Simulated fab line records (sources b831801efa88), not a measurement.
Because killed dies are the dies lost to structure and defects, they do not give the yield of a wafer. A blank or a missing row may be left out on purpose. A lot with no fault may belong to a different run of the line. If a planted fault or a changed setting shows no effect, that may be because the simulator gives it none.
fab line records	flow sky130	part 2 of 2: steps 31 to 39 of 39
[record] lots = 5	wafers = 15	last-day = 49
route steps=708 shown VIA2@530 METAL3@532 CAPM@537
lots untouched by any fault: they come from a run of this same line in which no faults occurred
start-h: the number of hours between the record's first day and the start of the first shown wafer of the lot	wait-h: time in hours since the lot's previous step	" identical to the entry in the row above	L1.1+2: several wafers, shown together as one row	- no value, or no start given	* or withheld: withheld	< > ~ a bound
route shown NAME@n: NAME is a module with steps in the file, n the number in the route of the first one	usual: mean/standard deviation taken from wafers without a fault	same: alike in all rows	chamber/n: place in a boat	sites: the reading at each site	_std_site: standard deviation across them	_edge_site: inner sites' mean taken away from outer sites' mean	radius-mm: for every site, how far away it sits from the centre of the wafer	mask NAME#n: copy n	behind: the last tool/chamber to shape the wafer	hold: what put the lot on hold/how long, in hours/how the hold closed	device: which transistor (n, p or np) failed to switch	end of line: the tests these same wafers got at the end of their route	step lacking rows: just its recipe	killed: the dies lost at the first sort to structure and to defects; this is not the yield of the wafer	map: a wafer's dies, x killed, . not, _ none there
set.NAME: the setting the step ran with; set.NAME@STEP: the setting that earlier step ran with	model.NAME: the simulator's own value behind a step, which no gauge read
a table for each step, a row for each wafer; lots at some steps of the route
services: from which hour (start-h, from the record's first day; less than 0 if before it) a tool's chamber was out of use, for how many hours, and why
[[steps]]
[step SKY_METAL3_EXPOSE_10]
[recipe] mask-id = MM3	na = 0.68	source-shape = annular	sigma-inner = 0.4	sigma-outer = 0.8	target-cd-nm = 300	dose-mj = 28
[usual] focus-offset-nm = 0.0/0.52	stage-vel-mm-s = 499.99/0.24
[same] sigma-outer = 0.8
lot.wafer	tool	chamber	start-h	wait-h	mask	focus-offset-nm	stage-vel-mm-s
L078.2	krf-scanner-01	0	-	-	MM3#0	0.3	499.98
L078.3	"	0	"	"	MM3#0	-0.1	500.11
L078.4	"	0	"	"	MM3#0	0.3	500.29
L083.1	krf-scanner-02	0	-	-	MM3#0	-0.7	499.38
L083.2	"	0	"	"	MM3#0	-1.1	499.82
L083.3	"	0	"	"	MM3#0	-0.5	499.61
L084.1	krf-scanner-01	0	-	-	MM3#0	-0.7	500.07
L084.3	"	0	"	"	MM3#0	-0.1	499.97
L084.5	"	0	"	"	MM3#0	0.3	499.79
L090.2	krf-scanner-01	0	-	-	MM3#0	-0.6	500.32
L090.3	"	0	"	"	MM3#0	-1.0	499.88
L090.5	"	0	"	"	MM3#0	-0.2	500.37
L094.2	krf-scanner-02	0	-	-	MM3#0	-0.1	500.46
L094.3	"	0	"	"	MM3#0	-0.8	500.28
L094.5	"	0	"	"	MM3#0	-0.5	500.36
[step SKY_METAL3_PEB_11]
[recipe] peb-temp-c = withheld	peb-time-s = withheld	resist = KrF-thick
lot.wafer	tool	chamber	start-h	wait-h
L078.2+3+4	litho-track-03	0	-	-
L083.1+2+3	litho-track-02	0	-	-
L084.1+3+5	litho-track-03	0	-	-
L090.2+3+5	litho-track-03	0	-	-
L094.2+3+5	litho-track-03	0	-	-
[step SKY_METAL3_DEVELOP_12]
[recipe] develop-time-s = 60	resist = KrF-thick	dev-temp-c = 21
lot.wafer	tool	chamber	start-h	wait-h
L078.2+3+4	litho-track-03	0	-	-
L083.1+2+3	litho-track-02	0	-	-
L084.1+3+5	litho-track-03	0	-	-
L090.2+3+5	litho-track-03	0	-	-
L094.2+3+5	litho-track-03	0	-	-
[step SKY_METAL3_CD_MEAS_13]
[recipe] target-cd-nm = 300
[usual] cd-nm = 300.1/1.1
lot.wafer	tool	chamber	start-h	wait-h	cd-nm
L078.2	cd-sem-01	-	930.18	-	299.7
L078.3	"	-	"	"	298.4
L078.4	"	-	"	"	299.4
L083.1	cd-sem-02	-	971.43	-	298.9
L083.2	"	-	"	"	298.6
L083.3	"	-	"	"	299.2
L084.1	cd-sem-01	-	971.71	-	299.0
L084.3	"	-	"	"	298.8
L084.5	"	-	"	"	298.6
L090.2	cd-sem-01	-	1018.88	-	299.4
L090.3	"	-	"	"	300.5
L090.5	"	-	"	"	300.4
L094.2	cd-sem-01	-	1032.88	-	300.7
L094.3	"	-	"	"	300.5
L094.5	"	-	"	"	300.4
[step SKY_METAL3_OVL_MEAS_14]
[usual] METAL3_OVL = 1/5.7
lot.wafer	tool	chamber	start-h	wait-h	METAL3_OVL[nm]
L078.2	overlay-02	-	930.28	0.1	0
L078.3	"	-	"	"	0
L078.4	"	-	"	"	3
L083.1	overlay-02	-	971.55	0.1	11
L083.2	"	-	"	"	7
L083.3	"	-	"	"	10
L084.1	overlay-01	-	971.83	0.1	2
L084.3	"	-	"	"	2
L084.5	"	-	"	"	7
L090.2	overlay-02	-	1018.98	0.1	-9
L090.3	"	-	"	"	-7
L090.5	"	-	"	"	-6
L094.2	overlay-02	-	1032.98	0.1	3
L094.3	"	-	"	"	-3
L094.5	"	-	"	"	-1
[step SKY_METAL3_DESCUM_15]
[recipe] chemistry = O2	source-power-w = 150	bias-power-w = 0	pressure-mtorr = 10	temp-c = 40	time-s = 8
[usual] drypump-motor-current-A = 6.1/0.37	oes-product-au = 1.000/0.0081
[same] bias-power-w = 0
lot.wafer	tool	chamber	start-h	wait-h	drypump-motor-current-A	oes-product-au	rf-hours-counter-h
L078.2	rie-metal-04	1	930.31	0.0	6.6	1.022	18
L078.3	"	1	"	"	6.6	1.004	-
L078.4	"	0	"	"	5.9	0.988	-
L083.1	rie-metal-01	0	971.59	0.0	6.4	0.983	8
L083.2	"	1	"	"	6.2	1.003	5
L083.3	"	1	"	"	6.2	0.989	-
L084.1	rie-metal-04	0	971.86	0.0	5.8	0.989	3
L084.3	"	1	"	"	6.6	1.011	-
L084.5	"	0	"	"	5.8	1.010	-
L090.2	rie-metal-01	0	1019.01	0.0	6.4	0.991	10
L090.3	"	0	"	"	6.4	0.995	-
L090.5	"	1	"	"	6.2	0.995	-
L094.2	rie-metal-02	0	1033.01	0.0	6.2	0.997	16
L094.3	"	1	"	"	5.5	1.006	-
L094.5	"	1	"	"	5.5	0.999	-
[step SKY_METAL3_ETCH_16]
[recipe] chemistry = N2/H2	target = BARC	ion-energy-ev = 200	bias-w = 100	pressure-mtorr = 30	n2-flow-sccm = 100	h2-flow-sccm = 200	icp-w = 500	stop-on = SiO2	time-s = 88.2	target-depth-a = 600
[usual] drypump-motor-current-A = 6.1/0.37	oes-product-au = 0.626/0.0048	throttle-valve-pct = 13.204/0.0088
lot.wafer	tool	chamber	start-h	wait-h	drypump-motor-current-A	oes-product-au	rf-hours-counter-h	throttle-valve-pct
L078.2	rie-metal-04	1	930.35	0.0	6.6	0.629	18	13.208
L078.3	"	1	"	"	6.6	0.632	-	13.196
L078.4	"	0	"	"	5.8	0.626	-	13.205
L083.1	rie-metal-01	0	971.62	0.0	6.4	0.625	8	13.208
L083.2	"	1	"	"	6.2	0.635	5	13.221
L083.3	"	1	"	"	6.2	0.631	-	13.200
L084.1	rie-metal-04	0	971.90	0.0	5.8	0.620	3	13.201
L084.3	"	1	"	"	6.6	0.634	-	13.228
L084.5	"	0	"	"	5.8	0.623	-	13.214
L090.2	rie-metal-01	0	1019.05	0.0	6.4	0.624	10	13.198
L090.3	"	0	"	"	6.4	0.634	-	13.197
L090.5	"	1	"	"	6.2	0.629	-	13.188
L094.2	rie-metal-02	0	1033.05	0.0	6.2	0.632	16	13.204
L094.3	"	1	"	"	5.6	0.625	-	13.204
L094.5	"	1	"	"	5.5	0.629	-	13.225
[step SKY_METAL3_ETCH_17]
[recipe] target = SiO2	stop-on = TiN	chemistry = C4F8/O2/Ar	source-w = 1500	bias-w = 1200	pressure-mtorr = 40	c4f8-flow-sccm = withheld	O2_flow_sccm = 6	Ar_flow_sccm = 300	time-s = 3.9	target-depth-a = 150
[usual] oes-product-au = 0.754/0.0069
lot.wafer	tool	chamber	start-h	wait-h	oes-product-au	rf-hours-counter-h
L078.2	rie-diel-04	2	930.44	0.1	0.753	11
L078.3	"	0	"	"	0.744	7
L078.4	"	1	"	"	0.753	4
L083.1	rie-diel-02	3	971.72	0.1	0.749	15
L083.2	"	2	"	"	0.751	0
L083.3	"	0	"	"	0.754	4
L084.1	rie-diel-01	0	971.99	0.1	0.742	16
L084.3	"	1	"	"	0.747	12
L084.5	"	1	"	"	0.758	-
L090.2	rie-diel-02	3	1019.14	0.1	0.765	16
L090.3	"	1	"	"	0.732	12
L090.5	"	0	"	"	0.758	-
L094.2	rie-diel-02	0	1033.14	0.1	0.747	6
L094.3	"	3	"	"	0.747	17
L094.5	"	1	"	"	0.762	-
[step SKY_METAL3_METAL_ETCH_18]
[recipe] target-depth-a = 8450	stop-on = SiO2	over-etch-frac = 0.3	time-s = 183.1	chemistry = Cl2/BCl3	resist-sidewall-deg = 88	pressure-mtorr = 10	icp-w = 900	bias-w = 48.5	Cl2_flow_sccm = 60	bcl3-flow-sccm = 30
[usual] drypump-motor-current-A = 6.1/0.33	oes-product-au = 0.866/0.0063	throttle-valve-pct = 22.264/0.0095
lot.wafer	tool	chamber	start-h	wait-h	drypump-motor-current-A	oes-product-au	rf-hours-counter-h	throttle-valve-pct
L078.2	rie-metal-02	0	930.46	0.0	6.2	0.861	11	22.261
L078.3	"	1	"	"	5.5	0.871	-	22.248
L078.4	"	0	"	"	6.2	0.861	-	22.242
L083.1	rie-metal-02	0	971.74	0.0	6.2	0.879	13	22.266
L083.2	"	1	"	"	5.5	0.866	16	22.257
L083.3	"	1	"	"	5.5	0.872	-	22.257
L084.1	rie-metal-01	1	972.01	0.0	6.2	0.857	5	22.271
L084.3	"	1	"	"	6.2	0.863	-	22.264
L084.5	"	0	"	"	6.4	0.849	-	22.255
L090.2	rie-metal-04	0	1019.16	0.0	5.8	0.856	6	22.274
L090.3	"	0	"	"	5.8	0.855	-	22.267
L090.5	"	0	"	"	5.8	0.862	-	22.270
L094.2	rie-metal-04	0	1033.16	0.0	5.8	0.851	7	22.267
L094.3	"	1	"	"	6.6	0.863	-	22.267
L094.5	"	0	"	"	5.8	0.849	-	22.259
[[services]]
tool	chamber	start-h	hours	kind
iline-stepper-01	-	865.11	1.7	pm
pvd-sputter-02	-	891.58	9.5	repair
pecvd-02	1	893.61	4.0	repair
rie-metal-02	0	893.96	8.7	repair
cmp-01	-	896.85	4.7	pm
iline-stepper-01	-	902.18	2.3	repair
cmp-01	-	912.01	4.0	pm
pvd-sputter-03	-	918.92	2.0	repair
pvd-sputter-04	-	918.99	4.4	repair
rie-metal-02	-	921.21	2.8	pm
cmp-01	-	934.81	3.2	repair
rie-diel-02	2	935.33	3.2	repair
cmp-01	-	936.22	2.3	repair
krf-scanner-01	-	938.02	1.0	pm
krf-scanner-01	-	939.48	0.8	pm
cmp-01	-	940.14	0.8	repair
pecvd-02	-	945.27	2.8	pm
cmp-01	-	952.18	4.1	repair
krf-scanner-01	-	955.72	0.4	repair
krf-scanner-01	-	956.95	1.3	pm
pvd-sputter-04	-	958.79	6.9	repair
cmp-01	-	963.14	1.5	repair
rie-metal-01	0	977.27	4.6	repair
pvd-sputter-02	-	1024.18	5.1	repair
